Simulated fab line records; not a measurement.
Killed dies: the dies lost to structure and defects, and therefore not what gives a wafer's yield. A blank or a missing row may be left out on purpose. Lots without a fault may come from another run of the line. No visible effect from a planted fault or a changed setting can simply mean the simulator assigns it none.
Matching of chambers	flow gf180mcu	4 sister chambers for GF_CONTACT_CMP_04 on cmp-02
The step polishes SiO2. 4 wafers are shown with their chamber, then 7 later ones without.

## WAFERS PAIRED WITH THEIR CHAMBERS
wafer	chamber	motorCurrentA (A)
L368.5	3	13.9
L370.2	0	13.1
L372.1	1	13.6
L372.3	2	12.9

## WAFERS WITHOUT THEIR CHAMBER
wafer	motorCurrentA (A)
L372.5	12.9
L378.1	13.1
L378.4	13.2
L378.6	13.4
L381.3	14.2
L381.4	12.7
L381.5	14.7

## CHAMBER TAKEN BY EACH
wafer	from the rows above	in truth
L372.5	can't be placed: 2 or 0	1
L378.1	can't be placed: 0 or 2 or 1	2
L378.4	can't be placed: 0 or 2 or 1 or 3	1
L378.6	can't be placed: 1 or 0 or 2 or 3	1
L381.3	can't be placed: 3 or 1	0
L381.4	can't be placed: 2 or 0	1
L381.5	can't be placed: 3 or 1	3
Correctly placed: 0 of 7. Unplaceable from these rows: 7, with the true chamber sitting among the candidates in 4. 0 placed wrongly.
How it was worked out, from the rows above alone: a wafer's distance from a chamber is the root of the sum, over the readings, of the square of ((its reading less the chamber's mean) divided by the reading's scatter). The wafer belongs to the nearest chamber; if the next one is less than 2 further off, it can't be placed. Each chamber's mean is taken over the wafers shown for it. The scatter (one wafer shown for each chamber): square how far every hidden wafer sits from the nearest shown wafer, average those squares and take the square root.
